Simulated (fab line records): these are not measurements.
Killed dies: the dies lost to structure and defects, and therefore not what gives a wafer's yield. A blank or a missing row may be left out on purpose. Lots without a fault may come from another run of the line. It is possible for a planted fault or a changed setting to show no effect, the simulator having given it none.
fab line records	flow gf180mcu
[record] lots = 12	wafers = 36	last_day = 34
route steps=602 shown HV_LDD@185 V3@433 M4@459
lots that met no fault: taken from a fault-free run of the same line
start_h: the number of hours between the record's first day and the start of the first shown wafer of the lot	wait_h: hours since the lot's step before	" the same as in the row above	L1.1+2: one row covering several wafers at once	- no value, or no start given	* or withheld: withheld	< > ~ a bound
route shown NAME@n: a module of which the file shows steps, and the number in the route of the first	usual: mean/standard deviation taken from wafers without a fault	same: alike in all rows	chamber/n: place in a boat	sites: per-site readings	_std_site: their standard deviation	_edge_site: outer sites' mean less inner sites'	radius_mm: for every site, how far away it sits from the centre of the wafer	mask NAME#n: copy n	behind: the last tool/chamber to shape the wafer	hold: why the lot was held/for how many hours/how that ended	device: the transistor (n, p or np) that didn't switch	end of line: the route-end tests of the same wafers	a step given without rows: its recipe and nothing more	killed: dies that structure and defects cost at the first sort, which is not the same as the wafer's yield	map: a wafer's dies, marking killed ones x, the rest . and places with no die _
set.NAME: the setting as run; set.NAME@STEP: as run at that earlier step	model.NAME: the simulator's own value behind a step, which no gauge read
steps of the route over a sample of lots; a table a step, a row a wafer
services: when a tool's chamber went out of use (start_h, in hours from the record's first day, below 0 if earlier), for how many hours, and the reason
[[steps]]
[step GF_HV_LDD_IMPLANT_09]
[recipe] species = As	energy_kev = 40	dose_cm2 = 1e+14	tilt_deg = 7
[usual] beam_energy_keV = 40.002/0.013	dose_ions_cm2 = 1.0001e+14/9.4e+10	faraday_current_uA = 561/10
lot.wafer	tool	chamber	start_h	wait_h	beam_energy_keV	dose_ions_cm2	faraday_current_uA
L728.1	implanter-04	0	222.19	0.0	39.974	1.0022e+14	555
L728.2	"	0	"	"	39.992	1.002e+14	570
L728.5	"	0	"	"	39.985	1.0012e+14	582
L729.2	implanter-03	0	228.17	0.0	39.994	1.0011e+14	551
L729.3	"	0	"	"	39.991	1.0016e+14	570
L729.4	"	0	"	"	39.988	1.0004e+14	545
L730.1	implanter-04	0	235.29	0.0	40.008	9.989e+13	556
L730.3	"	0	"	"	39.995	9.995e+13	555
L730.5	"	0	"	"	40.002	1.0006e+14	565
L731.1	implanter-04	0	239.41	0.0	39.992	1.0012e+14	578
L731.2	"	0	"	"	40.017	9.994e+13	568
L731.4	"	0	"	"	40.007	1e+14	573
L734.3	implanter-02	0	264.54	0.1	40.012	9.985e+13	559
L734.5	"	0	"	"	40.019	1.0006e+14	541
L734.6	"	0	"	"	40.006	1.0011e+14	571
L735.2	implanter-04	0	269.62	0.0	40.024	1.0004e+14	582
L735.3	"	0	"	"	40.034	9.988e+13	557
L735.6	"	0	"	"	40.001	9.976e+13	550
L736.1	implanter-04	0	275.84	0.0	40.012	9.992e+13	551
L736.2	"	0	"	"	40.021	1.0007e+14	557
L736.5	"	0	"	"	40.027	9.987e+13	558
L737.4	implanter-04	0	280.57	0.1	40.036	1e+14	558
L737.5	"	0	"	"	40.016	1.0008e+14	558
L737.6	"	0	"	"	40.006	1.0017e+14	563
L745.3	implanter-02	0	344.69	0.1	40.001	8.469e+13	472
L745.5	"	0	"	"	40.027	8.458e+13	472
L745.6	"	0	"	"	40.011	8.45e+13	474
L746.1	implanter-02	0	349.86	0.0	40.001	8.458e+13	481
L746.3	"	0	"	"	39.991	8.476e+13	484
L746.4	"	0	"	"	39.990	8.461e+13	474
L749.2	implanter-04	0	369.91	0.0	40.008	1.0012e+14	585
L749.3	"	0	"	"	40.006	1.0005e+14	568
L749.6	"	0	"	"	40.016	1.0016e+14	560
L751.2	implanter-03	0	392.67	0.0	39.994	9.999e+13	575
L751.5	"	0	"	"	39.994	9.993e+13	554
L751.6	"	0	"	"	39.991	9.999e+13	557
[step GF_HV_LDD_TW_MEAS_11]
[usual] HV_LDD_TW = 2417/37
lot.wafer	tool	chamber	start_h	wait_h	HV_LDD_TW
L728.1	film_metro-02	-	222.44	0.1	2463
L728.2	"	-	"	"	2456
L728.5	"	-	"	"	2462
L729.2	film_metro-02	-	228.40	0.1	2461
L729.3	"	-	"	"	2454
L729.4	"	-	"	"	2453
L730.1	film_metro-04	-	235.54	0.1	2382
L730.3	"	-	"	"	2369
L730.5	"	-	"	"	2368
L731.1	film_metro-02	-	239.66	0.1	2447
L731.2	"	-	"	"	2456
L731.4	"	-	"	"	2452
L734.3	film_metro-02	-	264.76	0.1	2450
L734.5	"	-	"	"	2452
L734.6	"	-	"	"	2466
L735.2	film_metro-04	-	269.85	0.1	2369
L735.3	"	-	"	"	2385
L735.6	"	-	"	"	2374
L736.1	film_metro-02	-	276.09	0.1	2458
L736.2	"	-	"	"	2455
L736.5	"	-	"	"	2465
L737.4	film_metro-04	-	280.77	0.1	2378
L737.5	"	-	"	"	2367
L737.6	"	-	"	"	2377
L745.3	film_metro-03	-	344.91	0.1	2333
L745.5	"	-	"	"	2341
L745.6	"	-	"	"	2330
L746.1	film_metro-04	-	350.11	0.1	2256
L746.3	"	-	"	"	2262
L746.4	"	-	"	"	2259
L749.2	film_metro-04	-	370.14	0.1	2380
L749.3	"	-	"	"	2384
L749.6	"	-	"	"	2391
L751.2	film_metro-04	-	392.90	0.1	2370
L751.5	"	-	"	"	2379
L751.6	"	-	"	"	2369
[step GF_HV_LDD_RS_MEAS_53]
[recipe] thk_meas_gauge = four-point-probe
[usual] HV_LDD_RS = 418.6/0.85
lot.wafer	tool	chamber	start_h	wait_h	HV_LDD_RS[ohm/sq]
L728.1	film_metro-03	-	280.16	0.1	418.3
L728.2	"	-	"	"	417.7
L728.5	"	-	"	"	417.9
L729.2	film_metro-03	-	286.94	0.1	419.8
L729.3	"	-	"	"	418.4
L729.4	"	-	"	"	420.4
L730.1	film_metro-04	-	294.97	0.1	417.6
L730.3	"	-	"	"	417.9
L730.5	"	-	"	"	418.9
L731.1	film_metro-03	-	298.99	0.1	419.0
L731.2	"	-	"	"	419.8
L731.4	"	-	"	"	419.7
L734.3	film_metro-03	-	326.95	0.1	417.8
L734.5	"	-	"	"	418.8
L734.6	"	-	"	"	417.8
L735.2	film_metro-04	-	332.23	0.1	419.1
L735.3	"	-	"	"	418.0
L735.6	"	-	"	"	419.2
L736.1	film_metro-03	-	338.26	0.1	418.0
L736.2	"	-	"	"	417.6
L736.5	"	-	"	"	417.7
L737.4	film_metro-02	-	343.18	0.1	417.5
L737.5	"	-	"	"	418.2
L737.6	"	-	"	"	419.1
L745.3	film_metro-03	-	412.86	0.1	450.8
L745.5	"	-	"	"	450.0
L745.6	"	-	"	"	450.5
L746.1	film_metro-04	-	419.17	0.1	450.2
L746.3	"	-	"	"	450.4
L746.4	"	-	"	"	450.8
L749.2	film_metro-02	-	441.80	0.1	418.9
L749.3	"	-	"	"	418.0
L749.6	"	-	"	"	418.3
L751.2	film_metro-04	-	466.03	0.1	418.4
L751.5	"	-	"	"	418.8
L751.6	"	-	"	"	419.8
[step GF_V3_CMP_04]
[recipe] material = SiO2	down_force_psi = 4	platen_rpm = 60	pad_velocity_m_s = 0.94248
[usual] edge_zone_pressure_frac = 1.000/0.0047	motor_current_A = 11.6/1.1	slurry_flow_ml_min = 150.0/0.51	time_to_endpoint_s = 81/6.6
lot.wafer	tool	chamber	start_h	wait_h	edge_zone_pressure_frac	motor_current_A	slurry_flow_ml_min	time_to_endpoint_s
L728.1	cmp-01	2	498.17	0.1	1.003	11.0	149.8	84
L728.2	"	3	"	"	1.001	10.3	149.7	75
L728.5	"	0	"	"	1.000	11.2	149.8	92
L729.4	cmp-02	0	507.27	0.0	1.003	11.9	149.7	84
L729.2	"	1	"	"	0.997	12.0	150.7	77
L729.3	"	3	"	"	0.997	12.1	149.2	72
L730.3	cmp-01	0	516.06	0.0	1.006	10.9	149.6	93
L730.1	"	2	"	"	0.993	11.3	150.4	88
L730.5	"	0	"	"	0.999	11.3	149.5	87
L731.4	cmp-02	1	517.37	0.0	1.007	11.4	149.9	74
L731.2	"	3	"	"	0.995	12.2	150.8	75
L731.1	"	0	"	"	1.000	12.2	149.5	70
L734.3	cmp-02	0	549.63	0.2	1.002	11.9	148.9	73
L734.5	"	1	"	"	1.003	12.2	150.5	78
L734.6	"	2	"	"	0.992	14.0	149.5	79
L735.3	cmp-01	1	556.46	0.0	1.002	11.9	151.0	88
L735.2	"	2	"	"	0.998	10.9	149.4	90
L735.6	"	2	"	"	1.000	11.3	150.0	93
L736.1	cmp-01	2	562.01	0.1	0.999	11.5	150.5	87
L736.2	"	0	"	"	0.994	10.8	150.2	89
L736.5	"	2	"	"	1.002	10.6	149.8	98
L737.4	cmp-01	1	565.45	0.3	1.009	11.1	150.4	84
L737.6	"	1	"	"	1.005	11.3	150.3	79
L737.5	"	2	"	"	0.997	11.0	150.9	82
L745.3	cmp-02	2	632.03	0.2	1.001	14.5	149.8	70
L745.6	"	3	"	"	0.996	12.1	150.1	80
L745.5	"	0	"	"	1.005	11.5	149.6	81
L746.1	cmp-01	2	638.14	0.1	1.004	11.4	149.4	89
L746.4	"	0	"	"	0.994	11.0	150.2	88
L746.3	"	1	"	"	1.006	11.6	149.7	87
L749.3	cmp-01	3	655.56	0.2	1.006	9.9	150.6	70
L749.2	"	0	"	"	1.001	11.4	150.2	78
L749.6	"	3	"	"	1.005	9.5	150.4	70
L751.2	cmp-01	0	675.88	0.1	0.999	11.0	149.3	85
L751.5	"	2	"	"	1.001	11.1	150.4	94
L751.6	"	3	"	"	1.001	10.3	149.8	82
[step GF_M4_SPUTTER_03]
[recipe] material = Ti	target_thk_nm = 10	substrate_temp_c = 300	chamber_pressure_pa = 0.3	power_w = 3000	time_s = 6.7
[usual] cathode_dc_power_W = 2999.9/0.59	throttle_valve_pct = 30.2/1
lot.wafer	tool	chamber	start_h	wait_h	cathode_dc_power_W	throttle_valve_pct
L728.1	pvd_sputter-01	-	523.75	0.0	3000.3	31.3
L728.2	"	-	"	"	2998.9	28.2
L728.5	"	-	"	"	3000.4	31.4
L729.2	pvd_sputter-04	-	533.10	0.0	2999.4	31.2
L729.3	"	-	"	"	2999.8	29.1
L729.4	"	-	"	"	2999.5	30.2
L730.1	pvd_sputter-01	-	541.09	0.0	3000.0	29.5
L730.3	"	-	"	"	3001.7	28.3
L730.5	"	-	"	"	2999.9	31.7
L731.1	pvd_sputter-04	-	542.12	0.0	2999.8	31.2
L731.2	"	-	"	"	2999.5	29.1
L731.4	"	-	"	"	2999.0	30.1
L734.3	pvd_sputter-01	-	573.31	0.0	2998.8	28.4
L734.5	"	-	"	"	3000.1	31.4
L734.6	"	-	"	"	2999.7	29.4
L735.2	pvd_sputter-04	-	581.07	0.0	2999.1	30.3
L735.3	"	-	"	"	3000.3	31.1
L735.6	"	-	"	"	3000.4	31.3
L736.1	pvd_sputter-01	-	585.89	0.0	2999.9	31.6
L736.2	"	-	"	"	2999.9	28.1
L736.5	"	-	"	"	2999.0	29.3
L737.4	pvd_sputter-01	-	589.78	0.0	3000.0	27.8
L737.5	"	-	"	"	3000.6	29.1
L737.6	"	-	"	"	2999.9	28.1
L745.3	pvd_sputter-04	-	653.62	0.0	2999.8	31.0
L745.5	"	-	"	"	3000.2	31.1
L745.6	"	-	"	"	2998.8	30.0
L746.1	pvd_sputter-04	-	659.80	0.0	2999.3	29.0
L746.3	"	-	"	"	2998.7	30.9
L746.4	"	-	"	"	3000.4	30.9
L749.2	pvd_sputter-04	-	677.08	0.0	2998.9	29.1
L749.3	"	-	"	"	2999.5	30.6
L749.6	"	-	"	"	2999.9	30.7
L751.2	pvd_sputter-01	-	697.38	0.0	2999.6	31.5
L751.5	"	-	"	"	2999.7	27.9
L751.6	"	-	"	"	3000.0	29.3
[step GF_M4_RS_MEAS_05]
[recipe] thk_meas_gauge = four-point-probe	reads = TiN_of_M4_SPUTTER_04+Ti_of_M4_SPUTTER_03+AlCu_of_M4_SPUTTER_02+TiN_of_M4_SPUTTER_01+Ti_of_M4_SPUTTER_00
[usual] M4_ALCU_RS = 0.0695/0.0007
lot.wafer	tool	chamber	start_h	wait_h	M4_ALCU_RS[ohm/sq]
L728.1	film_metro-01	-	523.81	0.0	0.0680
L728.2	"	-	"	"	0.0686
L728.5	"	-	"	"	0.0675
L729.2	film_metro-03	-	533.18	0.0	0.0689
L729.3	"	-	"	"	0.0690
L729.4	"	-	"	"	0.0689
L730.1	film_metro-04	-	541.15	0.0	0.0691
L730.3	"	-	"	"	0.0688
L730.5	"	-	"	"	0.0692
L731.1	film_metro-04	-	542.18	0.0	0.0688
L731.2	"	-	"	"	0.0696
L731.4	"	-	"	"	0.0696
L734.3	film_metro-04	-	573.41	0.1	0.0692
L734.5	"	-	"	"	0.0692
L734.6	"	-	"	"	0.0701
L735.2	film_metro-01	-	581.15	0.0	0.0690
L735.3	"	-	"	"	0.0710
L735.6	"	-	"	"	0.0693
L736.1	film_metro-01	-	585.95	0.0	0.0686
L736.2	"	-	"	"	0.0693
L736.5	"	-	"	"	0.0687
L737.4	film_metro-04	-	589.90	0.1	0.0690
L737.5	"	-	"	"	0.0695
L737.6	"	-	"	"	0.0690
L745.3	film_metro-04	-	653.72	0.1	0.0714
L745.5	"	-	"	"	0.0702
L745.6	"	-	"	"	0.0694
L746.1	film_metro-04	-	659.86	0.0	0.0695
L746.3	"	-	"	"	0.0688
L746.4	"	-	"	"	0.0702
L749.2	film_metro-01	-	677.16	0.0	0.0701
L749.3	"	-	"	"	0.0703
L749.6	"	-	"	"	0.0711
L751.2	film_metro-03	-	697.46	0.0	0.0688
L751.5	"	-	"	"	0.0687
L751.6	"	-	"	"	0.0690
[[services]]
tool	chamber	start_h	hours	kind
pvd_sputter-01	-	199.63	26.9	repair
cmp-01	-	208.11	1.2	repair
cmp-01	-	224.20	4.6	pm
cmp-01	-	232.11	4.0	pm
pvd_sputter-01	-	272.98	10.1	repair
pvd_sputter-01	-	303.14	10.4	repair
pvd_sputter-04	-	344.15	6.3	repair
pvd_sputter-04	-	345.39	3.0	repair
cmp-01	-	373.65	2.5	repair
implanter-04	-	389.88	2.9	repair
cmp-01	-	391.69	1.0	repair
implanter-04	-	396.34	3.8	pm
cmp-02	-	404.00	4.0	pm
cmp-02	-	443.55	5.8	pm
cmp-01	-	460.01	7.6	pm
cmp-01	-	472.18	5.2	repair
cmp-01	-	504.32	4.2	repair
pvd_sputter-04	-	516.42	2.7	repair
cmp-01	-	572.11	4.0	pm
cmp-01	-	590.80	0.4	repair
implanter-04	-	592.93	15.9	pm
cmp-01	-	606.97	16.2	pm
implanter-04	-	685.01	3.6	repair
pvd_sputter-01	-	689.69	1.0	repair
[[key]]
[first_sign] step = GF_HV_LDD_IMPLANT_09	reading = dose_ions_cm2	direction = down	sigmas = 99+	usual = 1.0001e+14	struck = 8.462e+13
[effect] step = GF_HV_LDD_IMPLANT_09	reading = faraday_current_uA	direction = down	sigmas = 8.2	usual = 561	struck = 476
[effect] step = GF_HV_LDD_TW_MEAS_11	reading = HV_LDD_TW	direction = down	sigmas = 3.3	usual = 2417	struck = 2297
[effect] step = GF_HV_LDD_RS_MEAS_53	reading = HV_LDD_RS	direction = up	sigmas = 37	usual = 418.6	struck = 450.5
met_at GF_HV_LDD_IMPLANT_09
struck_lots L745,L746
tester_left_out L745,L746
not_acting_at GF_V3_CMP_04,GF_M4_SPUTTER_03,GF_M4_RS_MEAS_05
onset_between 264.54 344.69
[fault] kind = process_parameter_drift	tool = implanter-02	chamber = -	onset_h = 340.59	steps = GF_HV_LDD_IMPLANT_09	channel = dose_cm2	offset = -1.5411e+13	shape = step	end_h = 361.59	acts_in = these_recipes_only	stated = 1e+14
// tester_left_out: of these lots the tester's yield and bins aren't shown, on N5 and GAA mostly nor the transistor test; their killed dies are dies lost to structure and defects alone, not to doping, threshold or leakage, so they don't give the yield
